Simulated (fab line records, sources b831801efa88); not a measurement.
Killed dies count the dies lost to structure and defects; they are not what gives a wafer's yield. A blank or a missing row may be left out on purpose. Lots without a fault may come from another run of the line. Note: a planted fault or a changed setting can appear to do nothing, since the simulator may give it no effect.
Which tool was responsible? -- flow sky130 -- Sampling: 14 lots, 42 wafers, 3 of 708 route steps

WHAT THE GAUGES READ, wafer by wafer
SKY_LDD_LDN_OVL_MEAS_07. Usual: LDD_LDN_OVL -1.5 nm, standard deviation 1.5.
lot,measured,on,LDD_LDN_OVL (nm),flag
L924,day 23 12:35,overlay-01,-2.3 -2.4 -1.9,
L925,day 23 19:34,overlay-01,-2.9 -2.8 -4.5,
L928,day 24 21:13,overlay-01,-1.2 -0.9 -1.4,
L929,day 25 07:46,overlay-02,-0.4 0.6 -0.7,
L930,day 25 15:01,overlay-02,0.2 -1.0 2.4,
L931,day 25 18:49,overlay-02,1.2 -0.2 0.7,
L933,day 26 19:05,overlay-01,-1.3 -0.8 -1.8,
L936,day 28 01:31,overlay-02,-0.7 -1.0 -0.4,
L941,day 28 23:59,overlay-01,- - -,OFF
L942,day 29 11:13,overlay-01,- - -,OFF
L945,day 30 15:31,overlay-02,-0.2 -1.2 -0.5,
L944,day 30 22:04,overlay-01,-3.7 -2.9 -5.2,
L946,day 30 22:34,overlay-02,-1.8 -1.8 -0.9,
L947,day 31 09:40,overlay-01,-2.4 -2.1 -4.4,

SKY_RES_XHIGH_TW_MEAS_09. Usual: RES_XHIGH_TW 1648, standard deviation 12.
lot,measured,on,RES_XHIGH_TW,flag
L924,day 27 08:02,film metro-03,1659 1661 1661,
L925,day 27 15:34,film metro-03,1659 1664 1661,
L928,day 28 15:20,film metro-01,1636 1638 1630,
L929,day 29 05:17,film metro-03,1663 1660 1661,
L930,day 29 08:59,film metro-02,1648 1635 1638,
L931,day 29 13:04,film metro-03,1662 1668 1655,
L933,day 30 12:13,film metro-03,1665 1671 1656,
L936,day 31 19:10,film metro-03,1666 1670 1661,
L941,day 32 15:47,film metro-01,1912 1911 1926,OFF
L942,day 33 03:32,film metro-01,1911 1908 1914,OFF
L945,day 34 07:22,film metro-02,1652 1649 1649,
L944,day 34 11:55,film metro-03,1650 1660 1661,
L946,day 34 12:53,film metro-03,1661 1664 1663,
L947,day 34 22:37,film metro-02,1648 1652 1657,

EACH LOT AND THE TOOL THAT RAN IT (in order: tool; ch and the chambers of the sampled wafers; start)
lot,SKY_LDD_LDN_COAT_02
L924,"litho track-01 ch 0, day 22 20:56"
L925,"litho track-01 ch 0, day 23 04:16"
L928,"litho track-01 ch 0, day 24 05:56"
L929,"litho track-04 ch 0, day 24 16:38"
L930,"litho track-04 ch 0, day 25 00:19"
L931,"litho track-01 ch 0, day 25 03:53"
L933,"litho track-01 ch 0, day 26 05:08"
L936,"litho track-03 ch 0, day 27 11:10"
L941,"litho track-03, day 28 08:32"
L942,"litho track-01, day 28 21:58"
L945,"litho track-01 ch 0, day 30 01:22"
L944,"litho track-01 ch 0, day 30 07:40"
L946,"litho track-03 ch 0, day 30 08:37"
L947,"litho track-03 ch 0, day 30 18:35"
- SKY_LDD_LDN_COAT_02: resist thk 1140 nm.

WHAT THE TOOLS THEMSELVES READ (means of the sampled wafers that have a number; where no wafer has one, the mark that the record gives instead)
SKY_LDD_LDN_COAT_02. Usual: chill plate temp C 23.02 C, standard deviation 0.1; dispense pressure kPa 49 kPa, standard deviation 4.6.
lot,tool,chill plate temp C (C),dispense pressure kPa (kPa),flag
L924,litho track-01,23.05,53,
L925,litho track-01,23.08,53,
L928,litho track-01,23.00,53,
L929,litho track-04,23.08,51,
L930,litho track-04,23.05,51,
L931,litho track-01,23.06,53,
L933,litho track-01,23.03,53,
L936,litho track-03,22.85,44,
L941,litho track-03,-,-,OFF
L942,litho track-01,-,-,OFF
L945,litho track-01,23.02,53,
L944,litho track-01,23.06,53,
L946,litho track-03,22.92,44,
L947,litho track-03,23.07,44,

THE ANSWER, worked out from the rows above alone
Rule: lot off if the mean of its wafers having a number is beyond 3 standard deviations from the usual mean. A lot without any number at a reading at which 4 lots or more have one is off too. Any other lot the step has rows for is counted as sound. After the gauges, taken in route order, come the tools' own readings; for these a lot's mean is taken, as printed above. At the first step where some lot is off, the reading lying furthest off is the one used; lots without a number count as furthest.
Off: L941, L942, at SKY_LDD_LDN_OVL_MEAS_07 (LDD_LDN_OVL). Without a number there: L941, L942.
If a tool, at a process step before that reading, ran all the lots that are off and no sound lot after the first of them, it fits. The gauges at SKY_LDD_LDN_OVL_MEAS_07 aren't tried: what is off there is off at SKY_RES_XHIGH_TW_MEAS_09 too, on other tools, and a gauge's error can't cause that. None of those tried fits.

WHAT HAD BEEN PUT IN BY THE SIMULATOR
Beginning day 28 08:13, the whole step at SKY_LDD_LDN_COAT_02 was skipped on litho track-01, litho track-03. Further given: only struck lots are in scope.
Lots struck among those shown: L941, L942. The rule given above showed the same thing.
